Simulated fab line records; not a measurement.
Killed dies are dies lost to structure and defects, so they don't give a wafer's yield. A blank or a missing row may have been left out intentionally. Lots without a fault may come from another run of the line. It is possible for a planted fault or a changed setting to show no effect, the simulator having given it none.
Chamber matching ; flow sky130 ; SKY_CAPM_CVD_00 on pecvd-04: 3 sister chambers
The step deposits SiO2, target thk 15.5 nm. 6 wafers are shown with their chamber, then 11 later ones without.

## EACH WAFER AND ITS CHAMBER
wafer;chamber;heater-power-w (W)
L083.2;2;645
L083.6;1;718
L091.1;1;776
L091.2;2;538
L091.3;0;771
L091.4;0;749

## WAFERS MISSING THEIR CHAMBER
wafer;heater-power-w (W)
L091.5;802
L091.6;550
L092.2;713
L092.3;732
L092.5;712
L093.4;705
L093.5;563
L093.6;801
L095.1;738
L095.3;663
L095.6;749

## WHICH CHAMBER EACH WENT THROUGH
wafer;from the rows above;in truth
L091.5;can't be placed: 0 or 1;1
L091.6;2;2
L092.2;can't be placed: 1 or 0 or 2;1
L092.3;can't be placed: 1 or 0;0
L092.5;can't be placed: 1 or 0 or 2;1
L093.4;can't be placed: 1 or 0 or 2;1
L093.5;2;2
L093.6;can't be placed: 0 or 1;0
L095.1;can't be placed: 1 or 0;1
L095.3;can't be placed: 2 or 1 or 0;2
L095.6;can't be placed: 1 or 0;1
Correctly placed: 2 of 11. Cannot be placed on the basis of these rows: 9; the candidates contain the true chamber in 9. Number placed wrongly: 0.
How it was worked out, from the rows above alone: a wafer's distance from a chamber is the root of the sum, over the readings, of the square of ((its reading less the chamber's mean) divided by the reading's scatter). The wafer belongs to the nearest chamber; if the next one is less than 2 further off, it can't be placed. A chamber's mean is the mean of its shown wafers. How the scatter is found: for the shown wafers, subtract from each reading the mean of its chamber, square and add these, divide the total by (wafers less chambers), then take the root.
